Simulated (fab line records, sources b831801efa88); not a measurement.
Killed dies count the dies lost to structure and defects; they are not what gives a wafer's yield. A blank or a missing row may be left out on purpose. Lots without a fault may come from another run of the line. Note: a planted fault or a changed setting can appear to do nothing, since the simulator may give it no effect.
Chamber matching | flow gf180mcu | GF_STI_CMP_25 on cmp-01: 4 sister chambers
The step polishes, stops on Si3N4, t overpolish 33 s, target thk 524.6 nm. 4 wafers are shown with their chamber, then 12 later ones without.

## WAFERS, EACH WITH ITS CHAMBER
wafer  | chamber | motor_current_A (A)
L084.5 | 2       | 13.4
L089.1 | 1       | 12.4
L089.3 | 0       | 10.5
L089.4 | 3       | 11.3

## WAFERS WHOSE CHAMBER IS MISSING
wafer  | motor_current_A (A)
L091.1 | 12.5
L091.3 | 11.0
L091.5 | 10.6
L092.2 | 12.9
L092.3 | 10.9
L092.5 | 11.0
L093.1 | 11.5
L093.2 | 12.9
L093.6 | 13.3
L095.1 | 11.6
L095.2 | 11.2
L095.3 | 12.0

## EACH ONE'S CHAMBER
wafer  | from the rows above     | in truth
L091.1 | 1                       | 1
L091.3 | can't be placed: 3 or 0 | 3
L091.5 | can't be placed: 0 or 3 | 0
L092.2 | can't be placed: 1 or 2 | 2
L092.3 | can't be placed: 0 or 3 | 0
L092.5 | can't be placed: 3 or 0 | 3
L093.1 | 3                       | 3
L093.2 | can't be placed: 1 or 2 | 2
L093.6 | 2                       | 2
L095.1 | can't be placed: 3 or 1 | 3
L095.2 | can't be placed: 3 or 0 | 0
L095.3 | can't be placed: 1 or 3 | 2
Correct placement for 3 of the 12. These rows do not allow placing 9 (true chamber among the candidates in 8). Wrongly placed: 0.
How it was worked out, from the rows above alone: a wafer's distance from a chamber is the root of the sum, over the readings, of the square of ((its reading less the chamber's mean) divided by the reading's scatter). The wafer belongs to the nearest chamber; if the next one is less than 2 further off, it can't be placed. For every chamber, the mean is computed from those of its wafers that are shown. The scatter: root of mean squared gap, hidden wafer to nearest shown wafer, with one shown wafer a chamber.
